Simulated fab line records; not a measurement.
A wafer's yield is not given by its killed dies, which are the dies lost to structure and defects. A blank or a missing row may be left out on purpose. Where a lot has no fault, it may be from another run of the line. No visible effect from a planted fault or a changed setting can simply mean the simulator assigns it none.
Chamber matching + flow gf180mcu + 3 sister chambers for GF_V1_CVD_02 on pecvd-02
The step deposits SiO2 from TEOS, target thk 850 nm, time 94.851 s. 14 wafers are shown with their chamber, then 7 later ones without.

== WAFERS, EACH WITH ITS CHAMBER ==
| wafer  | chamber | heater_power_outer_w (W) | heater_power_w (W) |
|--------|---------|--------------------------|--------------------|
| L157.1 | 1       | 422                      | 682                |
| L157.4 | 0       | 291                      | 503                |
| L157.5 | 1       | 450                      | 713                |
| L158.1 | 1       | 423                      | 670                |
| L158.2 | 0       | 394                      | 637                |
| L158.3 | 2       | 400                      | 618                |
| L161.1 | 2       | 363                      | 592                |
| L161.3 | 1       | 462                      | 728                |
| L161.5 | 1       | 349                      | 555                |
| L162.1 | 1       | 442                      | 695                |
| L162.2 | 0       | 347                      | 571                |
| L162.3 | 2       | 443                      | 730                |
| L165.3 | 0       | 367                      | 588                |
| L165.4 | 0       | 373                      | 622                |

SIGNATURES (averages over the wafers above)
| reading              | chamber 0 | chamber 1 | chamber 2 | scatter within a chamber |
|----------------------|-----------|-----------|-----------|--------------------------|
| heater_power_outer_w | 354.40    | 424.67    | 402.00    | 39.8                     |
| heater_power_w       | 584.20    | 673.83    | 646.67    | 61                       |
Rule: for each reading, subtract the chamber's mean from the wafer's reading, divide by that reading's scatter and square the result; add these up over the readings and take the root, which gives the wafer's distance from the chamber. If the next closest chamber is less than 2 further off than the closest, the wafer can't be placed; otherwise it belongs to the closest. How the scatter is found: for the shown wafers, subtract from each reading the mean of its chamber, square and add these, divide the total by (wafers less chambers), then take the root.

== WAFERS WITHOUT THEIR CHAMBER ==
| wafer  | heater_power_outer_w (W) | heater_power_w (W) |
|--------|--------------------------|--------------------|
| L165.5 | 398                      | 635                |
| L167.1 | 436                      | 730                |
| L167.4 | 300                      | 504                |
| L167.5 | 449                      | 720                |
| L176.1 | 374                      | 596                |
| L176.2 | 368                      | 586                |
| L176.5 | 459                      | 727                |

== WHICH CHAMBER EACH ONE RAN IN ==
| wafer  | from the rows above          | in truth |
|--------|------------------------------|----------|
| L165.5 | can't be placed: 2 or 1 or 0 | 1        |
| L167.1 | can't be placed: 1 or 2      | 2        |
| L167.4 | can't be placed: 0 or 2      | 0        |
| L167.5 | can't be placed: 1 or 2      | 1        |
| L176.1 | can't be placed: 0 or 2 or 1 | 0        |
| L176.2 | can't be placed: 0 or 2 or 1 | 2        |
| L176.5 | can't be placed: 1 or 2      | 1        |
Correctly placed: 0 of 7. Not placeable from these rows: 7 (in 7, the candidates include the true chamber). Number placed wrongly: 0.
